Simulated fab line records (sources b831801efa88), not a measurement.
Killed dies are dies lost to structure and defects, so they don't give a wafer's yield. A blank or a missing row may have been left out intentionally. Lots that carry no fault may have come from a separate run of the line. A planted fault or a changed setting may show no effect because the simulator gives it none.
Which tool was responsible? :: flow sky130 :: Sampling: 12 lots, 36 wafers, 6 of 708 route steps

== WHAT EACH GAUGE READ, for each wafer ==
SKY_VT_ADJUST_HVTP_TW_MEAS_11.
lot: L362
measured: day 6 07:40
on: film-metro-01
VT_ADJUST_HVTP_TW: 1341 1339 1338

lot: L363
measured: day 6 13:46
on: film-metro-02
VT_ADJUST_HVTP_TW: 31 31 31 31 31 31

lot: L364
measured: day 6 20:02
on: film-metro-03
VT_ADJUST_HVTP_TW: 30 30 30 30 30 30

lot: L365
measured: day 7 02:56
on: film-metro-03
VT_ADJUST_HVTP_TW: 30 30 30 30 30 30

lot: L368
measured: day 7 19:53
on: film-metro-01
VT_ADJUST_HVTP_TW: 1340 1347 1345

lot: L373
measured: day 9 04:50
on: film-metro-02
VT_ADJUST_HVTP_TW: 1384 1372 1374

lot: L375
measured: day 10 00:28
on: film-metro-03
VT_ADJUST_HVTP_TW: 1353 1350 1344

lot: L376
measured: day 10 01:50
on: film-metro-02
VT_ADJUST_HVTP_TW: 1375 1378 1381

lot: L379
measured: day 10 18:11
on: film-metro-01
VT_ADJUST_HVTP_TW: 1347 1351 1347

lot: L380
measured: day 11 03:05
on: film-metro-03
VT_ADJUST_HVTP_TW: 1354 1359 1359

lot: L382
measured: day 11 15:34
on: film-metro-01
VT_ADJUST_HVTP_TW: 1342 1347 1341

lot: L384
measured: day 12 02:44
on: film-metro-02
VT_ADJUST_HVTP_TW: 1385 1386 1380

SKY_VT_ADJUST_PCH_TW_MEAS_10.
lot: L362
measured: day 10 17:15
on: film-metro-01
VT_ADJUST_PCH_TW: 142.2 142.2 142.0

lot: L368
measured: day 12 14:25
on: film-metro-03
VT_ADJUST_PCH_TW: 143.4 143.5 144.0

lot: L373
measured: day 14 05:01
on: film-metro-01
VT_ADJUST_PCH_TW: 138.9 139.8 139.5

lot: L375
measured: day 15 03:26
on: film-metro-01
VT_ADJUST_PCH_TW: 140.3 141.0 140.4

lot: L376
measured: day 15 05:40
on: film-metro-02
VT_ADJUST_PCH_TW: 146.6 147.1 147.2

lot: L379
measured: day 16 00:30
on: film-metro-03
VT_ADJUST_PCH_TW: 143.0 143.6 143.3

lot: L380
measured: day 16 11:17
on: film-metro-01
VT_ADJUST_PCH_TW: 141.0 141.1 141.1

lot: L382
measured: day 17 02:43
on: film-metro-03
VT_ADJUST_PCH_TW: 142.9 142.2 142.7

lot: L384
measured: day 17 16:22
on: film-metro-02
VT_ADJUST_PCH_TW: 146.5 146.5 146.3

SKY_SONOS_TUNNEL_OVL_MEAS_08.
lot: L362
measured: day 11 16:05
on: overlay-01
SONOS_TUNNEL_OVL (nm): -0.3 0.2 -0.5

lot: L368
measured: day 13 14:59
on: overlay-02
SONOS_TUNNEL_OVL (nm): 1.1 -1.1 2.2

lot: L373
measured: day 15 07:39
on: overlay-02
SONOS_TUNNEL_OVL (nm): 2.0 1.6 1.8

lot: L375
measured: day 16 06:33
on: overlay-01
SONOS_TUNNEL_OVL (nm): -1.1 1.7 2.0

lot: L376
measured: day 16 08:35
on: overlay-01
SONOS_TUNNEL_OVL (nm): 0.5 2.3 1.8

lot: L379
measured: day 17 05:08
on: overlay-01
SONOS_TUNNEL_OVL (nm): -0.1 1.4 0.6

lot: L380
measured: day 17 15:52
on: overlay-02
SONOS_TUNNEL_OVL (nm): 2.7 2.7 0.9

lot: L382
measured: day 18 08:41
on: overlay-02
SONOS_TUNNEL_OVL (nm): 2.5 1.9 2.6

lot: L384
measured: day 18 22:08
on: overlay-02
SONOS_TUNNEL_OVL (nm): 0.9 -0.2 1.5

SKY_SONOS_ONO_THK_MEAS_01.
lot: L362
measured: day 11 18:59
on: film-metro-04
SONOS_ONO_OXIDATION_THK (nm): 2.50 2.54 2.54

lot: L368
measured: day 13 18:46
on: film-metro-03
SONOS_ONO_OXIDATION_THK (nm): 2.58 2.68 2.65

lot: L373
measured: day 15 11:02
on: film-metro-04
SONOS_ONO_OXIDATION_THK (nm): 2.75 2.71 2.65

lot: L375
measured: day 16 08:31
on: film-metro-01
SONOS_ONO_OXIDATION_THK (nm): 2.78 2.68 2.71

lot: L376
measured: day 16 11:22
on: film-metro-04
SONOS_ONO_OXIDATION_THK (nm): 2.73 2.65 2.60

lot: L379
measured: day 17 07:01
on: film-metro-01
SONOS_ONO_OXIDATION_THK (nm): 2.73 2.68 2.69

lot: L380
measured: day 17 17:49
on: film-metro-04
SONOS_ONO_OXIDATION_THK (nm): 2.50 2.58 2.51

lot: L382
measured: day 18 11:35
on: film-metro-01
SONOS_ONO_OXIDATION_THK (nm): 2.59 2.60 2.60

lot: L384
measured: day 19 00:01
on: film-metro-01
SONOS_ONO_OXIDATION_THK (nm): 2.63 2.67 2.70

== WHAT TOOL EACH LOT RAN ON (gives the tool, then ch and the chambers of the sampled wafers, and finally the start) ==
lot: L362
SKY_NWELL_STRIP_25: plasma-asher-02 ch 0,1, day 5 12:16
SKY_VT_ADJUST_HVTP_STRIP_10: plasma-asher-04 ch 0,1, day 6 07:34

lot: L363
SKY_NWELL_STRIP_25: plasma-asher-02 ch 0,1, day 5 17:46
SKY_VT_ADJUST_HVTP_STRIP_10: plasma-asher-04 ch 0,1, day 6 13:40

lot: L364
SKY_NWELL_STRIP_25: plasma-asher-02 ch 0,1, day 6 00:13
SKY_VT_ADJUST_HVTP_STRIP_10: plasma-asher-03 ch 0,1, day 6 19:56

lot: L365
SKY_NWELL_STRIP_25: plasma-asher-02 ch 0,1, day 6 06:52
SKY_VT_ADJUST_HVTP_STRIP_10: plasma-asher-01 ch 0,1, day 7 02:50

lot: L368
SKY_NWELL_STRIP_25: plasma-asher-03 ch 0,1, day 6 23:10
SKY_VT_ADJUST_HVTP_STRIP_10: plasma-asher-03 ch 0,1, day 7 19:47

lot: L373
SKY_NWELL_STRIP_25: plasma-asher-03 ch 0,1, day 8 06:49
SKY_VT_ADJUST_HVTP_STRIP_10: plasma-asher-03 ch 0,1, day 9 04:44

lot: L375
SKY_NWELL_STRIP_25: plasma-asher-03 ch 0,1, day 9 00:57
SKY_VT_ADJUST_HVTP_STRIP_10: plasma-asher-03 ch 0,1, day 10 00:22

lot: L376
SKY_NWELL_STRIP_25: plasma-asher-01 ch 0,1, day 9 02:10
SKY_VT_ADJUST_HVTP_STRIP_10: plasma-asher-03 ch 1, day 10 01:44

lot: L379
SKY_NWELL_STRIP_25: plasma-asher-01 ch 0,1, day 9 18:07
SKY_VT_ADJUST_HVTP_STRIP_10: plasma-asher-03 ch 0,1, day 10 18:05

lot: L380
SKY_NWELL_STRIP_25: plasma-asher-03 ch 0,1, day 10 03:20
SKY_VT_ADJUST_HVTP_STRIP_10: plasma-asher-01 ch 0,1, day 11 03:01

lot: L382
SKY_NWELL_STRIP_25: plasma-asher-01 ch 0,1, day 10 15:43
SKY_VT_ADJUST_HVTP_STRIP_10: plasma-asher-03 ch 0,1, day 11 15:28

lot: L384
SKY_NWELL_STRIP_25: plasma-asher-02 ch 0,1, day 11 02:40
SKY_VT_ADJUST_HVTP_STRIP_10: plasma-asher-01 ch 0,1, day 12 02:38
- SKY_NWELL_STRIP_25: strips in O2/N2.
- SKY_VT_ADJUST_HVTP_STRIP_10: strips in O2/N2.

== AS READ BY THE TOOLS THEMSELVES (means over the sampled wafers that have a number; for cases with no such wafer, the mark the record gives instead) ==
SKY_NWELL_STRIP_25.
lot: L362
tool: plasma-asher-02
chamber-pressure-mTorr (mTorr): 1499.8
drypump-motor-current-A (A): 6.30
oes-product-au (a.u.): 0.716
strip-time-to-endpoint-s (s): 37.09

lot: L363
tool: plasma-asher-02
chamber-pressure-mTorr (mTorr): -
drypump-motor-current-A (A): -
oes-product-au (a.u.): -
strip-time-to-endpoint-s (s): -

lot: L364
tool: plasma-asher-02
chamber-pressure-mTorr (mTorr): -
drypump-motor-current-A (A): -
oes-product-au (a.u.): -
strip-time-to-endpoint-s (s): -

lot: L365
tool: plasma-asher-02
chamber-pressure-mTorr (mTorr): -
drypump-motor-current-A (A): -
oes-product-au (a.u.): -
strip-time-to-endpoint-s (s): -

lot: L368
tool: plasma-asher-03
chamber-pressure-mTorr (mTorr): 1499.3
drypump-motor-current-A (A): 6.26
oes-product-au (a.u.): 0.723
strip-time-to-endpoint-s (s): 37.12

lot: L373
tool: plasma-asher-03
chamber-pressure-mTorr (mTorr): 1499.8
drypump-motor-current-A (A): 6.24
oes-product-au (a.u.): 0.721
strip-time-to-endpoint-s (s): 37.05

lot: L375
tool: plasma-asher-03
chamber-pressure-mTorr (mTorr): 1499.5
drypump-motor-current-A (A): 6.27
oes-product-au (a.u.): 0.719
strip-time-to-endpoint-s (s): 36.88

lot: L376
tool: plasma-asher-01
chamber-pressure-mTorr (mTorr): 1499.8
drypump-motor-current-A (A): 6.25
oes-product-au (a.u.): 0.718
strip-time-to-endpoint-s (s): 36.83

lot: L379
tool: plasma-asher-01
chamber-pressure-mTorr (mTorr): 1499.3
drypump-motor-current-A (A): 6.15
oes-product-au (a.u.): 0.721
strip-time-to-endpoint-s (s): 37.06

lot: L380
tool: plasma-asher-03
chamber-pressure-mTorr (mTorr): 1498.6
drypump-motor-current-A (A): 6.21
oes-product-au (a.u.): 0.724
strip-time-to-endpoint-s (s): 36.98

lot: L382
tool: plasma-asher-01
chamber-pressure-mTorr (mTorr): 1500.5
drypump-motor-current-A (A): 6.16
oes-product-au (a.u.): 0.721
strip-time-to-endpoint-s (s): 36.86

lot: L384
tool: plasma-asher-02
chamber-pressure-mTorr (mTorr): 1499.6
drypump-motor-current-A (A): 6.48
oes-product-au (a.u.): 0.726
strip-time-to-endpoint-s (s): 36.86

SKY_VT_ADJUST_HVTP_STRIP_10.
lot: L362
tool: plasma-asher-04
chamber-pressure-mTorr (mTorr): 1499.3
drypump-motor-current-A (A): 5.83
oes-product-au (a.u.): 0.715
strip-time-to-endpoint-s (s): 14.21

lot: L363
tool: plasma-asher-04
chamber-pressure-mTorr (mTorr): 1499.0
drypump-motor-current-A (A): 5.80
oes-product-au (a.u.): 0.727
strip-time-to-endpoint-s (s): 58.86

lot: L364
tool: plasma-asher-03
chamber-pressure-mTorr (mTorr): 1500.4
drypump-motor-current-A (A): 6.27
oes-product-au (a.u.): 0.734
strip-time-to-endpoint-s (s): 58.80

lot: L365
tool: plasma-asher-01
chamber-pressure-mTorr (mTorr): 1499.2
drypump-motor-current-A (A): 6.25
oes-product-au (a.u.): 0.728
strip-time-to-endpoint-s (s): 58.83

lot: L368
tool: plasma-asher-03
chamber-pressure-mTorr (mTorr): 1500.3
drypump-motor-current-A (A): 6.24
oes-product-au (a.u.): 0.714
strip-time-to-endpoint-s (s): 14.27

lot: L373
tool: plasma-asher-03
chamber-pressure-mTorr (mTorr): 1499.0
drypump-motor-current-A (A): 6.24
oes-product-au (a.u.): 0.719
strip-time-to-endpoint-s (s): 14.24

lot: L375
tool: plasma-asher-03
chamber-pressure-mTorr (mTorr): 1499.2
drypump-motor-current-A (A): 6.25
oes-product-au (a.u.): 0.714
strip-time-to-endpoint-s (s): 14.22

lot: L376
tool: plasma-asher-03
chamber-pressure-mTorr (mTorr): 1500.6
drypump-motor-current-A (A): 6.28
oes-product-au (a.u.): 0.720
strip-time-to-endpoint-s (s): 14.15

lot: L379
tool: plasma-asher-03
chamber-pressure-mTorr (mTorr): 1500.8
drypump-motor-current-A (A): 6.23
oes-product-au (a.u.): 0.717
strip-time-to-endpoint-s (s): 14.18

lot: L380
tool: plasma-asher-01
chamber-pressure-mTorr (mTorr): 1498.0
drypump-motor-current-A (A): 6.25
oes-product-au (a.u.): 0.715
strip-time-to-endpoint-s (s): 14.21

lot: L382
tool: plasma-asher-03
chamber-pressure-mTorr (mTorr): 1500.9
drypump-motor-current-A (A): 6.23
oes-product-au (a.u.): 0.715
strip-time-to-endpoint-s (s): 14.16

lot: L384
tool: plasma-asher-01
chamber-pressure-mTorr (mTorr): 1499.6
drypump-motor-current-A (A): 6.13
oes-product-au (a.u.): 0.715
strip-time-to-endpoint-s (s): 14.17

== THE ANSWER, worked out from the rows above alone ==
Rule: the lots themselves supply what counts as usual. The widest of any qualifying gaps counts: lots, ordered by their means at a reading, are off when they make up no more than a third of the lots, leave a main group of 4 or more, and stand apart from it by 3 or more times the standard deviation of that group's means. Not used: any main group whose means are identical at the precision the tables above print for the reading. Also off: a lot with no number at a reading for which 4 or more lots have one. All remaining lots with rows at the step are treated as sound. After the gauges, taken in route order, come the tools' own readings; for these a lot's mean is taken, as printed above. The first step at which some lot is off is used, and at that step the reading that is off furthest; a lot without a number counts as furthest.
Off: at SKY_VT_ADJUST_HVTP_TW_MEAS_11 (VT_ADJUST_HVTP_TW), L363, L364, L365. Mean 1358 and standard deviation 16 in the main group.
If a tool, at a process step before that reading, ran all the lots that are off and no sound lot after the first of them, it fits. Not tried: the gauges at SKY_VT_ADJUST_HVTP_TW_MEAS_11; whatever is off there is also off at SKY_NWELL_STRIP_25, on other tools, and gauge error can't account for it. Not one of the candidates tried fits.

== WHAT THE SIMULATOR HAD PUT IN ==
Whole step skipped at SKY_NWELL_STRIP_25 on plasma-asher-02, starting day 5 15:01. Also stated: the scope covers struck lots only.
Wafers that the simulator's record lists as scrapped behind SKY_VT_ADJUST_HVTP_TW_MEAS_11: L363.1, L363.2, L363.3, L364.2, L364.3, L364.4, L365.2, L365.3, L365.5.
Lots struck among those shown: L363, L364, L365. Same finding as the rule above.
